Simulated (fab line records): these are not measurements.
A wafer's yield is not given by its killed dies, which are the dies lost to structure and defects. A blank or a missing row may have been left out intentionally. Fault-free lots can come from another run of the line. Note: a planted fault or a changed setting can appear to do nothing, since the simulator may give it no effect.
fab line records	flow sky130
[record] lots = 12	wafers = 36	lastDay = 49
route steps=708 shown LOCAL_INTERCONNECT@387 VIA1@478 METAL2@489 PAD_OPEN@708
lots that met no fault: taken from a fault-free run of the same line
startH: hours from the record's opening day to when the first of the lot's shown wafers began	waitH: hours from the lot's prior step to this one	" the same as in the row above	L1.1+2: a single row standing in for several wafers	- value missing, or start not given	* or withheld: withheld	< > ~ a bound
route shown NAME@n: names a module that has steps shown in the file, with the first one's number in the route	usual: mean/standard deviation of fault-free wafers	same: alike in all rows	chamber/n: place in a boat	sites: per-site readings	_std_site: standard deviation across them	_edge_site: the outer-site mean with the inner-site mean subtracted	radiusMm: for every site, how far away it sits from the centre of the wafer	mask NAME#n: copy n	behind: the tool/chamber that last shaped the wafer	hold: the reason the lot was held/the length of the hold in hours/how it ended	device: which transistor (n, p or np) failed to switch	end of line: at the end of the route, the tests of the same wafers	where a step has no rows: the recipe by itself	killed: dies that structure and defects cost at the first sort, which is not the same as the wafer's yield	map: the dies of a wafer, with x for killed, . for not killed, _ for no die there
set.NAME: the run value of the setting; set.NAME@STEP: its run value at that earlier step	model.NAME: the simulator's own value behind a step, which no gauge read
the route's steps for a sample of lots (tables are steps, rows are wafers)
services: from which hour (startH, from the record's first day; less than 0 if before it) a tool's chamber was out of use, for how many hours, and why
[[steps]]
[step SKY_LOCAL_INTERCONNECT_SPUTTER_00]
[recipe] material = TiN	targetThkNm = 100	tempC = 300	powerW = 6500	timeS = 83.3	chamberPressurePa = 0.4
[usual] cathodeDcPowerW = 6500.1/1.1	chamberPressurePa = 0.4000/0.00086	throttleValvePct = 30.3/1.2
lot.wafer	tool	chamber	startH	waitH	cathodeDcPowerW	chamberPressurePa	throttleValvePct
L240.1	pvdSputter-01	-	673.00	0.2	6500.3	0.3997	31.1
L240.5	"	-	"	"	6501.3	0.3997	31.9
L240.6	"	-	"	"	6501.5	0.3991	30.4
L242.1	pvdSputter-02	-	690.61	0.2	6500.1	0.3987	29.8
L242.2	"	-	"	"	6499.6	0.4003	30.2
L242.4	"	-	"	"	6500.4	0.4006	29.7
L244.2	pvdSputter-04	-	699.61	0.1	6500.5	0.3993	28.5
L244.3	"	-	"	"	6499.9	0.3988	30.8
L244.5	"	-	"	"	6501.3	0.4001	31.8
L243.1	pvdSputter-01	-	701.09	0.1	6500.6	0.4010	28.6
L243.4	"	-	"	"	6502.3	0.4015	31.7
L243.6	"	-	"	"	6498.9	0.4010	29.1
L245.2	pvdSputter-01	-	712.63	0.2	6498.6	0.3991	28.7
L245.3	"	-	"	"	6499.2	0.3995	30.3
L245.5	"	-	"	"	6501.8	0.4000	29.1
L246.1	pvdSputter-04	-	725.67	0.2	6500.5	0.3999	28.5
L246.2	"	-	"	"	6501.0	0.3992	28.5
L246.6	"	-	"	"	6502.0	0.4001	28.7
L247.4	pvdSputter-04	-	733.11	0.1	6499.5	0.3998	28.5
L247.5	"	-	"	"	6501.1	0.3998	30.8
L247.6	"	-	"	"	6500.0	0.3994	31.6
L249.1	pvdSputter-01	-	746.43	0.1	6502.6	0.3996	30.4
L249.2	"	-	"	"	6499.4	0.3991	31.7
L249.4	"	-	"	"	6500.0	0.3983	31.2
L253.1	pvdSputter-01	-	778.36	0.2	6503.0	0.4010	30.1
L253.4	"	-	"	"	6500.2	0.3986	28.6
L253.5	"	-	"	"	6501.4	0.3975	28.9
L256.3	pvdSputter-01	-	804.80	0.1	6499.7	0.4693	26.5
L256.5	"	-	"	"	6499.5	0.4710	28.6
L256.6	"	-	"	"	6500.3	0.4708	26.6
L257.2	pvdSputter-01	-	806.83	0.2	6501.7	0.4692	29.3
L257.4	"	-	"	"	6500.7	0.4702	28.1
L257.6	"	-	"	"	6501.3	0.4696	28.3
L259.2	pvdSputter-04	-	830.57	0.2	6500.8	0.4006	31.8
L259.4	"	-	"	"	6496.8	0.4004	28.3
L259.6	"	-	"	"	6498.7	0.3997	30.7
[step SKY_LOCAL_INTERCONNECT_RS_MEAS_01]
[recipe] thkMeasGauge = four-point-probe	reads = TiN_of_LOCAL_INTERCONNECT_SPUTTER_00
[usual] LOCAL_INTERCONNECT_TIN_RS = 14.16/0.14
lot.wafer	tool	chamber	startH	waitH	LOCAL_INTERCONNECT_TIN_RS[ohm/sq]
L240.1	filmMetro-02	-	673.06	0.0	14.30
L240.5	"	-	"	"	14.31
L240.6	"	-	"	"	14.29
L242.1	filmMetro-02	-	690.67	0.0	14.01
L242.2	"	-	"	"	13.95
L242.4	"	-	"	"	13.97
L244.2	filmMetro-02	-	699.70	0.1	13.98
L244.3	"	-	"	"	14.13
L244.5	"	-	"	"	14.04
L243.1	filmMetro-02	-	701.15	0.0	14.35
L243.4	"	-	"	"	14.26
L243.6	"	-	"	"	14.31
L245.2	filmMetro-04	-	712.71	0.1	14.26
L245.3	"	-	"	"	14.19
L245.5	"	-	"	"	14.25
L246.1	filmMetro-02	-	725.74	0.0	14.14
L246.2	"	-	"	"	14.15
L246.6	"	-	"	"	14.06
L247.4	filmMetro-01	-	733.24	0.1	14.11
L247.5	"	-	"	"	14.17
L247.6	"	-	"	"	14.10
L249.1	filmMetro-02	-	746.50	0.0	14.15
L249.2	"	-	"	"	14.08
L249.4	"	-	"	"	14.06
L253.1	filmMetro-02	-	778.42	0.0	14.20
L253.4	"	-	"	"	14.16
L253.5	"	-	"	"	14.27
L256.3	filmMetro-02	-	804.90	0.1	14.65
L256.5	"	-	"	"	14.56
L256.6	"	-	"	"	14.72
L257.2	filmMetro-01	-	806.91	0.1	14.56
L257.4	"	-	"	"	14.43
L257.6	"	-	"	"	14.43
L259.2	filmMetro-04	-	830.66	0.1	14.22
L259.4	"	-	"	"	14.07
L259.6	"	-	"	"	14.13
[step SKY_VIA1_SPUTTER_20]
[recipe] material = TiN	targetThkNm = 20	chamberPressurePa = 5	powerW = 4000	timeS = 80
[usual] cathodeDcPowerW = 3999.9/0.63	chamberPressurePa = 4.999/0.0098	throttleValvePct = 29.8/1.1
lot.wafer	tool	chamber	startH	waitH	cathodeDcPowerW	chamberPressurePa	throttleValvePct
L240.1	pvdSputter-02	-	787.37	0.0	4000.2	4.995	29.8
L240.5	"	-	"	"	3998.9	4.998	31.2
L240.6	"	-	"	"	4000.4	4.993	29.5
L242.1	pvdSputter-03	-	803.63	0.0	3999.6	5.008	30.1
L242.2	"	-	"	"	3999.3	5.002	29.6
L242.4	"	-	"	"	3999.2	5.021	30.0
L244.2	pvdSputter-02	-	813.42	0.0	3999.7	4.992	29.7
L244.3	"	-	"	"	3999.4	4.990	31.4
L244.5	"	-	"	"	3999.0	4.984	30.0
L243.1	pvdSputter-04	-	814.38	0.0	4000.4	4.999	32.0
L243.4	"	-	"	"	4000.1	4.995	31.6
L243.6	"	-	"	"	4000.3	4.997	28.7
L245.2	pvdSputter-04	-	825.04	0.0	3999.6	4.996	30.8
L245.3	"	-	"	"	4000.1	4.996	28.6
L245.5	"	-	"	"	4001.9	4.982	31.7
L246.1	pvdSputter-03	-	838.11	0.0	3999.2	5.005	30.2
L246.2	"	-	"	"	4000.5	4.993	29.6
L246.6	"	-	"	"	3999.9	5.002	29.7
L247.4	pvdSputter-03	-	845.69	0.0	4000.5	4.983	30.0
L247.5	"	-	"	"	4001.0	5.006	28.7
L247.6	"	-	"	"	4000.4	4.985	30.3
L249.1	pvdSputter-04	-	859.27	0.0	3999.8	4.995	28.5
L249.2	"	-	"	"	4000.8	4.989	28.5
L249.4	"	-	"	"	3999.4	4.995	31.8
L253.1	pvdSputter-03	-	889.59	0.0	4001.0	5.007	29.6
L253.4	"	-	"	"	3998.9	4.997	28.9
L253.5	"	-	"	"	3999.6	4.999	29.4
L256.3	pvdSputter-04	-	913.23	0.0	4000.6	4.998	28.8
L256.5	"	-	"	"	3999.3	4.997	30.6
L256.6	"	-	"	"	4001.2	4.996	28.4
L257.2	pvdSputter-04	-	916.13	0.0	4000.4	4.996	28.6
L257.4	"	-	"	"	3999.8	5.011	30.5
L257.6	"	-	"	"	4000.0	5.007	31.9
L259.2	pvdSputter-04	-	937.73	0.0	4001.0	4.995	28.4
L259.4	"	-	"	"	3999.4	4.993	28.9
L259.6	"	-	"	"	3999.3	5.010	31.9
[step SKY_VIA1_CVD_21]
[recipe] material = W	targetThkNm = 270	timeS = 80.902	tempC = 400	pressureTorr = 40
[usual] heaterPowerW = 782/58
lot.wafer	tool	chamber	startH	waitH	heaterPowerW
L240.1	cvdW-02	0	787.43	0.0	841
L240.5	"	0	"	"	850
L240.6	"	1	"	"	820
L242.1	cvdW-02	0	803.69	0.0	877
L242.2	"	1	"	"	826
L242.4	"	0	"	"	890
L244.2	cvdW-01	0	813.49	0.0	692
L244.3	"	0	"	"	694
L244.5	"	0	"	"	708
L243.1	cvdW-02	0	814.45	0.0	871
L243.4	"	1	"	"	801
L243.6	"	0	"	"	867
L245.2	cvdW-01	1	825.11	0.0	769
L245.3	"	1	"	"	774
L245.5	"	0	"	"	702
L246.1	cvdW-02	0	838.18	0.0	853
L246.2	"	1	"	"	835
L246.6	"	0	"	"	887
L247.4	cvdW-01	1	845.78	0.1	758
L247.5	"	1	"	"	767
L247.6	"	0	"	"	715
L249.1	cvdW-01	0	859.33	0.0	717
L249.2	"	1	"	"	761
L249.4	"	1	"	"	766
L253.1	cvdW-01	1	889.65	0.0	773
L253.4	"	1	"	"	774
L253.5	"	0	"	"	712
L256.3	cvdW-01	1	913.33	0.1	767
L256.5	"	1	"	"	781
L256.6	"	0	"	"	687
L257.2	cvdW-01	0	916.19	0.0	710
L257.4	"	0	"	"	720
L257.6	"	1	"	"	749
L259.2	cvdW-01	0	937.79	0.0	715
L259.4	"	0	"	"	713
L259.6	"	1	"	"	776
[step SKY_METAL2_THK_MEAS_06]
[recipe] thkMeasGauge = xrf	reads = AlCu_of_METAL2_SPUTTER_02
[usual] METAL2_ALCU_THK = 249.5/2.9
lot.wafer	tool	chamber	startH	waitH	METAL2_ALCU_THK[nm]
L240.1	filmMetro-01	-	788.26	0.1	249.1
L240.5	"	-	"	"	245.9
L240.6	"	-	"	"	248.7
L242.1	filmMetro-01	-	804.52	0.1	246.9
L242.2	"	-	"	"	249.1
L242.4	"	-	"	"	248.6
L244.2	filmMetro-04	-	814.33	0.1	246.6
L244.3	"	-	"	"	248.5
L244.5	"	-	"	"	248.3
L243.1	filmMetro-01	-	815.28	0.1	248.8
L243.4	"	-	"	"	248.4
L243.6	"	-	"	"	249.9
L245.2	filmMetro-04	-	825.95	0.1	246.2
L245.3	"	-	"	"	248.8
L245.5	"	-	"	"	251.1
L246.1	filmMetro-02	-	839.01	0.1	249.3
L246.2	"	-	"	"	249.5
L246.6	"	-	"	"	248.6
L247.4	filmMetro-01	-	846.61	0.1	251.1
L247.5	"	-	"	"	251.2
L247.6	"	-	"	"	251.7
L249.1	filmMetro-01	-	860.17	0.1	251.2
L249.2	"	-	"	"	248.7
L249.4	"	-	"	"	249.7
L253.1	filmMetro-01	-	890.48	0.1	250.9
L253.4	"	-	"	"	249.8
L253.5	"	-	"	"	249.6
L256.3	filmMetro-04	-	914.15	0.1	247.4
L256.5	"	-	"	"	246.8
L256.6	"	-	"	"	245.9
L257.2	filmMetro-01	-	917.03	0.1	251.1
L257.4	"	-	"	"	247.3
L257.6	"	-	"	"	250.6
L259.2	filmMetro-01	-	938.63	0.1	248.5
L259.4	"	-	"	"	250.8
L259.6	"	-	"	"	252.1
[step SKY_PAD_OPEN_PROBE_99]
[usual] killed_at_M0_to_M3 = 43/6.8	killed_at_M4_up = 3.2/1.8	killedAtContacts = 24/5.2	killedAtFrontEnd = 15/4.2	killedAtOther = 0.4/0.62	killedDies = 85/8.7	killedOnRim = 17/3.7	killedOpen = 46/6.7	killedShort = 39/5.9
[same] grossDies = 492	killedAtBackSide = 0
lot.wafer	tool	chamber	startH	waitH	killed_at_M0_to_M3	killed_at_M4_up	killedAtContacts	killedAtFrontEnd	killedAtOther	killedDies	killedOnRim	killedOpen	killedShort
L249.1	prober-01	-	1124.86	0.1	32	0	28	12	0	72	13	32	40
L249.2	prober-01	-	1124.91	0.1	37	3	36	9	0	85	14	44	41
L249.4	prober-01	-	1125.01	0.2	42	3	30	15	0	90	14	48	42
L257.2	prober-01	-	1166.36	0.1	38	3	22	23	0	86	11	51	35
L257.4	prober-01	-	1166.46	0.2	48	0	22	15	1	86	23	45	41
L257.6	prober-01	-	1166.56	0.2	40	6	11	11	2	70	11	34	36
// killed by level:class
L249.1 CONTACT:geometricParticle:open=11 METAL1:geometricParticle:short=8 VIA2:geometricParticle:open=6 CONTACT:geometricParticle:short=6 LOCAL_INTERCONNECT:geometricParticle:short=5 VIA2:geometricParticle:short=4 VIA1:geometricParticle:short=4 SPACER:geometricParticle:short=3
L249.2 CONTACT:geometricParticle:open=13 LI_CONTACT:geometricParticle:open=9 VIA1:geometricParticle:short=7 VIA1:geometricParticle:open=7 CONTACT:geometricParticle:short=6 VIA3:geometricParticle:open=5 METAL2:geometricParticle:short=5 LOCAL_INTERCONNECT:geometricParticle:short=4
L249.4 VIA1:geometricParticle:open=10 CONTACT:geometricParticle:open=10 LI_CONTACT:geometricParticle:open=8 VIA1:geometricParticle:short=8 METAL1:geometricParticle:short=6 POLY_GATE:geometricParticle:short=5 CONTACT:geometricParticle:short=5 VIA2:geometricParticle:open=5
L257.2 VIA1:geometricParticle:open=12 LI_CONTACT:geometricParticle:open=9 FIELD_ISO:geometricParticle:open=8 CONTACT:geometricParticle:open=8 FIELD_ISO:geometricParticle:short=7 POLY_GATE:geometricParticle:open=5 METAL2:geometricParticle:short=5 VIA2:geometricParticle:short=4
L257.4 VIA1:geometricParticle:open=11 CONTACT:geometricParticle:open=10 VIA3:geometricParticle:open=9 VIA1:geometricParticle:short=7 CONTACT:geometricParticle:short=6 VIA3:geometricParticle:short=5 FIELD_ISO:geometricParticle:open=4 METAL1:geometricParticle:short=4
L257.6 VIA1:geometricParticle:open=9 CONTACT:geometricParticle:open=7 METAL1:geometricParticle:short=5 VIA1:geometricParticle:short=5 VIA3:geometricParticle:open=5 POLY_GATE:geometricParticle:short=4 METAL2:geometricParticle:short=4 METAL4:geometricParticle:short=4
[[services]]
tool	chamber	startH	hours	kind
cvdW-02	-	651.03	2.0	repair
cvdW-01	-	743.84	0.5	repair
pvdSputter-04	-	744.67	6.1	repair
pvdSputter-01	-	756.17	3.5	repair
cvdW-02	-	775.80	2.8	pm
cvdW-02	0	795.27	-	calibration
pvdSputter-04	1	803.50	-	consumableReplace:kit
pvdSputter-04	1	803.50	18.0	scheduledDown
pvdSputter-04	1	803.50	18.0	ventCycle
pvdSputter-03	3	807.71	-	consumableReplace:kit
pvdSputter-03	3	807.71	18.0	scheduledDown
pvdSputter-03	3	807.71	18.0	ventCycle
pvdSputter-03	-	814.00	2.4	repair
pvdSputter-02	-	817.22	33.4	repair
pvdSputter-01	0	846.46	-	consumableReplace:kit
pvdSputter-01	0	846.46	18.0	scheduledDown
pvdSputter-01	0	846.46	18.0	ventCycle
pvdSputter-03	-	899.38	11.7	repair
pvdSputter-01	-	901.16	0.5	repair
cvdW-02	-	904.00	14.0	pm
cvdW-02	0	904.00	14.0	ventCycle
cvdW-02	1	904.00	14.0	ventCycle
cvdW-02	0	918.00	-	clean
cvdW-02	1	918.00	-	clean
[[key]]
[firstSign] step = SKY_LOCAL_INTERCONNECT_SPUTTER_00	reading = chamberPressurePa	direction = up	sigmas = 81	usual = 0.4000	struck = 0.4700
[effect] step = SKY_LOCAL_INTERCONNECT_SPUTTER_00	reading = throttleValvePct	direction = down	sigmas = 2	usual = 30.3	struck = 27.9	wafersMoved = 3
[effect] step = SKY_LOCAL_INTERCONNECT_RS_MEAS_01	reading = LOCAL_INTERCONNECT_TIN_RS	direction = up	sigmas = 2.9	usual = 14.16	struck = 14.56
metAt SKY_LOCAL_INTERCONNECT_SPUTTER_00
struckLots L256,L257
testerLeftOut L256,L257
notActingAt SKY_VIA1_SPUTTER_20,SKY_VIA1_CVD_21,SKY_METAL2_THK_MEAS_06
onsetBetween 778.36 804.80
[fault] kind = processParameterDrift	tool = pvdSputter-01	chamber = -	onsetH = 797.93	steps = SKY_LOCAL_INTERCONNECT_SPUTTER_00	channel = chamberPressurePa	offset = 0.069463	shape = step	endH = 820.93	actsIn = theseRecipesOnly	stated = 0.4
// testerLeftOut: of these lots the tester's yield and bins aren't shown, on N5 and GAA mostly nor the transistor test; their killed dies are dies lost to structure and defects alone, not to doping, threshold or leakage, so they don't give the yield
